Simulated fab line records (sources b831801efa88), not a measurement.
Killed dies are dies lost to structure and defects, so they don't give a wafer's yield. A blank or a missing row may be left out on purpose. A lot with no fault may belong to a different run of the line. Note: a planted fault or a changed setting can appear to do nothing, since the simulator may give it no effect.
Matching of chambers	flow gf180mcu	GF_CONTACT_CMP_27 on cmp-01: 4 sister chambers
The step polishes, stops on SiO2, t overpolish 15 s, target thk 0 nm. 20 wafers are shown with their chamber, then 10 later ones without.

## WAFERS WITH THEIR CHAMBER
wafer	chamber	motorCurrentA (A)	timeToEndpointS (s)	platenRpm (rpm)
L260.3	1	12.4	74	59.99
L260.4	3	11.3	82	59.98
L260.6	2	12.4	77	59.99
L264.1	1	13.3	74	60.02
L264.3	2	12.1	76	59.99
L264.4	0	10.5	71	60.05
L265.4	3	10.9	80	59.96
L265.5	0	9.6	73	59.97
L265.6	1	12.9	75	59.97
L268.1	0	9.6	70	60.01
L268.4	1	12.5	72	60.02
L268.5	0	9.9	68	59.98
L269.1	1	12.0	68	60.00
L269.2	2	11.9	71	60.07
L269.4	3	10.8	78	59.98
L277.1	1	12.8	68	59.99
L277.3	2	12.3	74	59.91
L277.6	1	13.1	70	59.98
L278.1	1	12.5	68	59.98
L278.4	2	11.9	70	59.99

SIGNATURES (averages over the wafers above)
reading	chamber 0	chamber 1	chamber 2	chamber 3	scatter within a chamber
motorCurrentA	9.900	12.688	12.120	11.000	0.364
timeToEndpointS	70.50	71.12	73.60	80.00	2.75
platenRpm	60.0025	59.9937	59.9900	59.9733	0.0348
Rule: a wafer lies at a distance from a chamber equal to the root of the sum of squares, over the readings, of (its reading less the chamber's mean, divided by the reading's scatter). If the next closest chamber is less than 2 further off than the closest, the wafer can't be placed; otherwise it belongs to the closest. The scatter: take each reading less its chamber's mean, square it, sum over the shown wafers, divide by the number of wafers less the number of chambers, and take the root.

## WAFERS WITH NO CHAMBER GIVEN
wafer	motorCurrentA (A)	timeToEndpointS (s)	platenRpm (rpm)
L278.5	10.6	77	59.98
L280.1	10.4	74	60.06
L280.5	13.1	67	60.04
L280.6	12.0	69	59.98
L281.2	10.2	73	60.07
L281.4	9.5	67	60.01
L281.5	12.3	72	60.00
L282.2	10.8	82	59.96
L282.4	9.3	74	59.98
L282.5	10.0	80	59.97

## WHICH CHAMBER EACH WENT THROUGH
wafer	from the rows above	in truth
L278.5	can't be placed: 3 or 0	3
L280.1	can't be placed: 0 or 3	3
L280.5	can't be placed: 1 or 2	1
L280.6	can't be placed: 2 or 1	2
L281.2	0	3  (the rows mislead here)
L281.4	0	0
L281.5	can't be placed: 2 or 1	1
L282.2	3	3
L282.4	0	0
L282.5	can't be placed: 3 or 0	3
Placed correctly: 3 of 10. Not placeable from these rows: 6 (in 6, the candidates include the true chamber). Wrongly placed: 1.
